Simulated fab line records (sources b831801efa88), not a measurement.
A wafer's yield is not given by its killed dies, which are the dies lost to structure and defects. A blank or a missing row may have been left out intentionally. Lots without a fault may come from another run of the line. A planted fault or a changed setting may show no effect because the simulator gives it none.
fab line records :: flow sky130
[record]
  lots = 14
  wafers = 42
  lastDay = 50
route steps=708 shown CAPM@550 PAD_OPEN@708
lots that met no fault: taken from a fault-free run of the same line
startH: the number of hours between the record's first day and the start of the first shown wafer of the lot :: waitH: hours since the lot's step before :: " the same as in the row above :: L1.1+2: one row covering several wafers at once :: - either no value or no given start :: * or withheld: withheld :: < > ~ a bound
route shown NAME@n: names a module that has steps shown in the file, with the first one's number in the route :: usual: mean/standard deviation of fault-free wafers :: same: alike in all rows :: chamber/n: place in a boat :: sites: readings site by site :: _std_site: how widely they spread, as a standard deviation :: _edge_site: mean of outer sites minus mean of inner sites :: radiusMm: for every site, how far away it sits from the centre of the wafer :: mask NAME#n: copy n :: behind: the last tool/chamber to shape the wafer :: hold: what put the lot on hold/how long, in hours/how the hold closed :: device: whichever transistor did not switch (one of n, p or np) :: end of line: tests of these same wafers at the route's end :: a step given without rows: its recipe and nothing more :: killed: the dies lost at the first sort to structure and to defects; this is not the yield of the wafer :: map: a wafer's dies, marking killed ones x, the rest . and places with no die _
set.NAME: setting as actually run; set.NAME@STEP: the setting as run at that earlier step :: model.NAME: the simulator's own value behind a step, which no gauge read
one table for each step of the route and one row for each wafer, over a sample of lots
services: from which hour (startH, from the record's first day; less than 0 if before it) a tool's chamber was out of use, for how many hours, and why
[[steps]]
[step SKY_CAPM_METAL_ETCH_13]
[recipe]
  targetDepthNm = 220
  stopOn = SiO2
  chemistry = Cl2/BCl3
  target = TiN
  pressureMtorr = 10
  icpW = 900
  biasW = 48.5
  Cl2_flow_sccm = 60
  bcl3FlowSccm = 30
  timeS = 62.9
[usual]
  drypumpMotorCurrentA = 5.9/0.44
  heBacksideLeakSccm = 3.34/0.26
  oesProductAu = 0.943/0.0084
  runLengthS = 91.3/0.65
  throttleValvePct = 21.901/0.01
lot.wafer: L698.1
tool: rieMetal-04
chamber: 0
startH: 866.57
waitH: 0.0
drypumpMotorCurrentA: 6.6
heBacksideLeakSccm: 3.34
oesProductAu: 0.948
rfHoursCounterH: 17
runLengthS: 91.6
throttleValvePct: 21.901

lot.wafer: L698.4
tool: rieMetal-04
chamber: 0
startH: 866.57
waitH: 0.0
drypumpMotorCurrentA: 6.7
heBacksideLeakSccm: 3.47
oesProductAu: 0.945
rfHoursCounterH: -
runLengthS: 92.0
throttleValvePct: 21.911

lot.wafer: L698.6
tool: rieMetal-04
chamber: 1
startH: 866.57
waitH: 0.0
drypumpMotorCurrentA: 5.9
heBacksideLeakSccm: 3.30
oesProductAu: 0.941
rfHoursCounterH: -
runLengthS: 90.3
throttleValvePct: 21.916

lot.wafer: L699.1
tool: rieMetal-02
chamber: 0
startH: 869.67
waitH: 0.0
drypumpMotorCurrentA: 5.8
heBacksideLeakSccm: 3.51
oesProductAu: 0.949
rfHoursCounterH: 15
runLengthS: 92.0
throttleValvePct: 21.902

lot.wafer: L699.2
tool: rieMetal-02
chamber: 1
startH: 869.67
waitH: 0.0
drypumpMotorCurrentA: 5.9
heBacksideLeakSccm: 3.46
oesProductAu: 0.946
rfHoursCounterH: 8
runLengthS: 91.3
throttleValvePct: 21.900

lot.wafer: L699.5
tool: rieMetal-02
chamber: 1
startH: 869.67
waitH: 0.0
drypumpMotorCurrentA: 5.9
heBacksideLeakSccm: 3.19
oesProductAu: 0.930
rfHoursCounterH: -
runLengthS: 91.3
throttleValvePct: 21.897

lot.wafer: L700.2
tool: rieMetal-01
chamber: 0
startH: 889.40
waitH: 0.0
drypumpMotorCurrentA: 5.8
heBacksideLeakSccm: 3.26
oesProductAu: 0.953
rfHoursCounterH: 9
runLengthS: 91.3
throttleValvePct: 21.889

lot.wafer: L700.4
tool: rieMetal-01
chamber: 1
startH: 889.40
waitH: 0.0
drypumpMotorCurrentA: 5.0
heBacksideLeakSccm: 3.30
oesProductAu: 0.953
rfHoursCounterH: -
runLengthS: 90.9
throttleValvePct: 21.880

lot.wafer: L700.5
tool: rieMetal-01
chamber: 1
startH: 889.40
waitH: 0.0
drypumpMotorCurrentA: 5.0
heBacksideLeakSccm: 3.38
oesProductAu: 0.942
rfHoursCounterH: -
runLengthS: 90.8
throttleValvePct: 21.878

lot.wafer: L701.1
tool: rieMetal-01
chamber: 0
startH: 896.47
waitH: 0.0
drypumpMotorCurrentA: 5.8
heBacksideLeakSccm: 3.30
oesProductAu: 0.955
rfHoursCounterH: 10
runLengthS: 91.3
throttleValvePct: 21.907

lot.wafer: L701.5
tool: rieMetal-01
chamber: 0
startH: 896.47
waitH: 0.0
drypumpMotorCurrentA: 5.8
heBacksideLeakSccm: 3.25
oesProductAu: 0.947
rfHoursCounterH: -
runLengthS: 91.5
throttleValvePct: 21.905

lot.wafer: L701.6
tool: rieMetal-01
chamber: 1
startH: 896.47
waitH: 0.0
drypumpMotorCurrentA: 5.0
heBacksideLeakSccm: 3.09
oesProductAu: 0.940
rfHoursCounterH: -
runLengthS: 90.9
throttleValvePct: 21.917

lot.wafer: L704.1
tool: rieMetal-04
chamber: 1
startH: 918.05
waitH: 0.0
drypumpMotorCurrentA: 5.9
heBacksideLeakSccm: 3.26
oesProductAu: 0.943
rfHoursCounterH: 11
runLengthS: 90.3
throttleValvePct: 21.903

lot.wafer: L704.2
tool: rieMetal-04
chamber: 1
startH: 918.05
waitH: 0.0
drypumpMotorCurrentA: 5.9
heBacksideLeakSccm: 3.39
oesProductAu: 0.948
rfHoursCounterH: -
runLengthS: 90.4
throttleValvePct: 21.895

lot.wafer: L704.4
tool: rieMetal-04
chamber: 1
startH: 918.05
waitH: 0.0
drypumpMotorCurrentA: 5.9
heBacksideLeakSccm: 3.38
oesProductAu: 0.957
rfHoursCounterH: -
runLengthS: 90.7
throttleValvePct: 21.914

lot.wafer: L705.3
tool: rieMetal-04
chamber: 0
startH: 925.10
waitH: 0.0
drypumpMotorCurrentA: 6.7
heBacksideLeakSccm: 3.21
oesProductAu: 0.931
rfHoursCounterH: -
runLengthS: 91.2
throttleValvePct: 21.907

lot.wafer: L705.4
tool: rieMetal-04
chamber: 1
startH: 925.10
waitH: 0.0
drypumpMotorCurrentA: 5.8
heBacksideLeakSccm: 3.36
oesProductAu: 0.943
rfHoursCounterH: -
runLengthS: 90.3
throttleValvePct: 21.910

lot.wafer: L705.5
tool: rieMetal-04
chamber: 0
startH: 925.10
waitH: 0.0
drypumpMotorCurrentA: 6.6
heBacksideLeakSccm: 3.07
oesProductAu: 0.956
rfHoursCounterH: -
runLengthS: 92.0
throttleValvePct: 21.899

lot.wafer: L706.1
tool: rieMetal-02
chamber: 0
startH: 925.97
waitH: 0.0
drypumpMotorCurrentA: 5.8
heBacksideLeakSccm: 3.52
oesProductAu: 0.938
rfHoursCounterH: 17
runLengthS: 92.1
throttleValvePct: 21.905

lot.wafer: L706.2
tool: rieMetal-02
chamber: 1
startH: 925.97
waitH: 0.0
drypumpMotorCurrentA: 5.9
heBacksideLeakSccm: 3.16
oesProductAu: 0.939
rfHoursCounterH: 10
runLengthS: 91.5
throttleValvePct: 21.892

lot.wafer: L706.4
tool: rieMetal-02
chamber: 0
startH: 925.97
waitH: 0.0
drypumpMotorCurrentA: 5.7
heBacksideLeakSccm: 3.35
oesProductAu: 0.952
rfHoursCounterH: -
runLengthS: 91.9
throttleValvePct: 21.889

lot.wafer: L708.2
tool: rieMetal-04
chamber: 1
startH: 948.47
waitH: 0.0
drypumpMotorCurrentA: 5.9
heBacksideLeakSccm: 3.32
oesProductAu: 0.947
rfHoursCounterH: 12
runLengthS: 90.4
throttleValvePct: 21.901

lot.wafer: L708.3
tool: rieMetal-04
chamber: 1
startH: 948.47
waitH: 0.0
drypumpMotorCurrentA: 5.8
heBacksideLeakSccm: 3.59
oesProductAu: 0.956
rfHoursCounterH: -
runLengthS: 90.5
throttleValvePct: 21.905

lot.wafer: L708.6
tool: rieMetal-04
chamber: 0
startH: 948.47
waitH: 0.0
drypumpMotorCurrentA: 6.7
heBacksideLeakSccm: 3.31
oesProductAu: 0.954
rfHoursCounterH: -
runLengthS: 91.3
throttleValvePct: 21.900

lot.wafer: L709.1
tool: rieMetal-02
chamber: 0
startH: 956.32
waitH: 0.0
drypumpMotorCurrentA: 5.8
heBacksideLeakSccm: 3.31
oesProductAu: 0.946
rfHoursCounterH: 19
runLengthS: 92.5
throttleValvePct: 21.888

lot.wafer: L709.5
tool: rieMetal-02
chamber: 1
startH: 956.32
waitH: 0.0
drypumpMotorCurrentA: 5.9
heBacksideLeakSccm: 3.12
oesProductAu: 0.940
rfHoursCounterH: -
runLengthS: 91.4
throttleValvePct: 21.906

lot.wafer: L709.6
tool: rieMetal-02
chamber: 0
startH: 956.32
waitH: 0.0
drypumpMotorCurrentA: 5.7
heBacksideLeakSccm: 3.24
oesProductAu: 0.936
rfHoursCounterH: -
runLengthS: 92.4
throttleValvePct: 21.910

lot.wafer: L710.2
tool: rieMetal-04
chamber: 1
startH: 968.57
waitH: 0.0
drypumpMotorCurrentA: 5.9
heBacksideLeakSccm: 3.33
oesProductAu: 0.931
rfHoursCounterH: 13
runLengthS: 90.7
throttleValvePct: 21.900

lot.wafer: L710.3
tool: rieMetal-04
chamber: 1
startH: 968.57
waitH: 0.0
drypumpMotorCurrentA: 5.9
heBacksideLeakSccm: 3.33
oesProductAu: 0.929
rfHoursCounterH: -
runLengthS: 90.4
throttleValvePct: 21.885

lot.wafer: L710.4
tool: rieMetal-04
chamber: 0
startH: 968.57
waitH: 0.0
drypumpMotorCurrentA: 6.7
heBacksideLeakSccm: 3.31
oesProductAu: 0.941
rfHoursCounterH: -
runLengthS: 91.3
throttleValvePct: 21.901

lot.wafer: L713.1
tool: rieMetal-04
chamber: 1
startH: 982.47
waitH: 0.0
drypumpMotorCurrentA: 5.9
heBacksideLeakSccm: 3.43
oesProductAu: 0.936
rfHoursCounterH: 14
runLengthS: 90.6
throttleValvePct: 21.897

lot.wafer: L713.3
tool: rieMetal-04
chamber: 0
startH: 982.47
waitH: 0.0
drypumpMotorCurrentA: 6.7
heBacksideLeakSccm: 3.27
oesProductAu: 0.945
rfHoursCounterH: -
runLengthS: 91.2
throttleValvePct: 21.902

lot.wafer: L713.6
tool: rieMetal-04
chamber: 0
startH: 982.47
waitH: 0.0
drypumpMotorCurrentA: 6.7
heBacksideLeakSccm: 3.36
oesProductAu: 0.952
rfHoursCounterH: -
runLengthS: 91.7
throttleValvePct: 21.899

lot.wafer: L716.1
tool: rieMetal-02
chamber: 0
startH: 1027.57
waitH: 0.0
drypumpMotorCurrentA: 5.7
heBacksideLeakSccm: 3.53
oesProductAu: 0.931
rfHoursCounterH: 22
runLengthS: 94.2
throttleValvePct: 21.911

lot.wafer: L716.4
tool: rieMetal-02
chamber: 0
startH: 1027.57
waitH: 0.0
drypumpMotorCurrentA: 5.7
heBacksideLeakSccm: 3.46
oesProductAu: 0.916
rfHoursCounterH: -
runLengthS: 94.2
throttleValvePct: 21.908

lot.wafer: L716.6
tool: rieMetal-02
chamber: 0
startH: 1027.57
waitH: 0.0
drypumpMotorCurrentA: 5.7
heBacksideLeakSccm: 3.42
oesProductAu: 0.927
rfHoursCounterH: -
runLengthS: 94.1
throttleValvePct: 21.909

lot.wafer: L717.1
tool: rieMetal-01
chamber: 0
startH: 1027.80
waitH: 0.0
drypumpMotorCurrentA: 5.8
heBacksideLeakSccm: 3.40
oesProductAu: 0.959
rfHoursCounterH: 16
runLengthS: 91.9
throttleValvePct: 21.882

lot.wafer: L717.4
tool: rieMetal-01
chamber: 0
startH: 1027.80
waitH: 0.0
drypumpMotorCurrentA: 5.8
heBacksideLeakSccm: 3.24
oesProductAu: 0.947
rfHoursCounterH: -
runLengthS: 91.8
throttleValvePct: 21.916

lot.wafer: L717.6
tool: rieMetal-01
chamber: 0
startH: 1027.80
waitH: 0.0
drypumpMotorCurrentA: 5.8
heBacksideLeakSccm: 3.44
oesProductAu: 0.952
rfHoursCounterH: -
runLengthS: 91.7
throttleValvePct: 21.905

lot.wafer: L718.2
tool: rieMetal-02
chamber: 1
startH: 1029.57
waitH: 0.0
drypumpMotorCurrentA: 5.9
heBacksideLeakSccm: 3.31
oesProductAu: 0.924
rfHoursCounterH: 16
runLengthS: 93.6
throttleValvePct: 21.910

lot.wafer: L718.5
tool: rieMetal-02
chamber: 0
startH: 1029.57
waitH: 0.0
drypumpMotorCurrentA: 5.7
heBacksideLeakSccm: 3.38
oesProductAu: 0.920
rfHoursCounterH: -
runLengthS: 93.8
throttleValvePct: 21.922

lot.wafer: L718.6
tool: rieMetal-02
chamber: 1
startH: 1029.57
waitH: 0.0
drypumpMotorCurrentA: 5.9
heBacksideLeakSccm: 3.52
oesProductAu: 0.923
rfHoursCounterH: -
runLengthS: 93.3
throttleValvePct: 21.920
[step SKY_PAD_OPEN_PROBE_99]
[usual]
  defectLimitedYield = 82.8/1.7
  killed_at_M0_to_M3 = 43/6.2
  killed_at_M4_up = 2.8/1.7
  killedAtContacts = 24/4.8
  killedAtFrontEnd = 15/4.3
  killedAtOther = 0.3/0.55
  killedDies = 85/8.4
  killedOpen = 46/6.7
  killedShort = 38/6.2
  sort_bin_3_pad_short = 0.9/0.46
  sort_bin_5_function = 10.2/1.3
  sort_bin_6_memory = 6.1/0.9
  sortNPass = 407/8.4
  sortYieldPct = 82.8/1.7
[same]
  grossDies = 492
  killedAtBackSide = 0
  sort_bin_4_leakage[%] = 0
  sort_bin_8_speed[%] = 0
lot.wafer: L709.1
tool: prober-02
chamber: -
startH: 1140.96
waitH: 0.1
defectLimitedYield[%]: 81.5
killed_at_M0_to_M3: 49
killed_at_M4_up: 2
killedAtContacts: 19
killedAtFrontEnd: 21
killedAtOther: 0
killedDies: 91
killedOpen: 53
killedShort: 38
sort_bin_3_pad_short[%]: 0.6
sort_bin_5_function[%]: 11.8
sort_bin_6_memory[%]: 6.1
sortNPass: 401
sortYieldPct[%]: 81.5

lot.wafer: L709.5
tool: prober-02
chamber: -
startH: 1141.16
waitH: 0.2
defectLimitedYield[%]: 81.9
killed_at_M0_to_M3: 45
killed_at_M4_up: 5
killedAtContacts: 22
killedAtFrontEnd: 17
killedAtOther: 0
killedDies: 89
killedOpen: 51
killedShort: 38
sort_bin_3_pad_short[%]: 1.2
sort_bin_5_function[%]: 11.6
sort_bin_6_memory[%]: 5.3
sortNPass: 403
sortYieldPct[%]: 81.9

lot.wafer: L709.6
tool: prober-02
chamber: -
startH: 1141.21
waitH: 0.2
defectLimitedYield[%]: 80.5
killed_at_M0_to_M3: 51
killed_at_M4_up: 2
killedAtContacts: 25
killedAtFrontEnd: 18
killedAtOther: 0
killedDies: 96
killedOpen: 45
killedShort: 51
sort_bin_3_pad_short[%]: 1.0
sort_bin_5_function[%]: 12.8
sort_bin_6_memory[%]: 5.7
sortNPass: 396
sortYieldPct[%]: 80.5
// killed by level:class
L709.1 CONTACT:geometricParticle:open=9 METAL1:geometricParticle:short=9 VIA1:geometricParticle:open=8 METAL2:geometricParticle:open=6 VIA2:geometricParticle:open=6 FIELD_ISO:geometricParticle:open=5 METAL2:geometricParticle:short=5 LI_CONTACT:geometricParticle:open=4
L709.5 VIA1:geometricParticle:open=14 CONTACT:geometricParticle:open=8 LI_CONTACT:geometricParticle:open=7 VIA1:geometricParticle:short=5 METAL1:geometricParticle:short=5 METAL2:geometricParticle:short=5 VIA3:geometricParticle:open=4 FIELD_ISO:geometricParticle:open=3
L709.6 CONTACT:geometricParticle:open=10 METAL1:geometricParticle:short=9 LI_CONTACT:geometricParticle:open=8 METAL2:geometricParticle:short=7 VIA2:geometricParticle:open=6 POLY_GATE:geometricParticle:short=5 CONTACT:geometricParticle:short=5 VIA1:geometricParticle:short=5
[[services]]
tool: rieMetal-04
chamber: 0
startH: 902.08
hours: -
kind: clean

tool: rieMetal-04
chamber: 0
startH: 902.08
hours: 16.8
kind: scheduledDown

tool: rieMetal-04
chamber: 0
startH: 902.08
hours: 16.8
kind: ventCycle

tool: rieMetal-04
chamber: -
startH: 936.96
hours: 0.4
kind: repair

tool: rieMetal-02
chamber: 0
startH: 982.87
hours: 14.9
kind: repair

tool: rieMetal-04
chamber: -
startH: 1010.25
hours: 2.8
kind: pm

tool: rieMetal-04
chamber: -
startH: 1013.62
hours: 2.3
kind: repair

tool: rieMetal-02
chamber: 1
startH: 1025.71
hours: 2.6
kind: repair
[[key]]
[firstSign]
  step = SKY_CAPM_METAL_ETCH_13
  reading = runLengthS
  direction = up
  sigmas = 4
  usual = *
  struck = *
[effect]
  step = SKY_CAPM_METAL_ETCH_13
  reading = oesProductAu
  direction = down
  sigmas = 2.3
  usual = 0.943
  struck = 0.923
metAt SKY_CAPM_METAL_ETCH_13
struckLots L716,L718
onsetBetween 956.32 1027.57
[fault]
  kind = processParameterDrift
  tool = rieMetal-02
  chamber = -
  onsetH = 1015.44
  steps = SKY_CAPM_METAL_ETCH_13
  channel = timeS
  offset = *
  shape = step
  endH = 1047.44
  actsIn = *
  stated = *
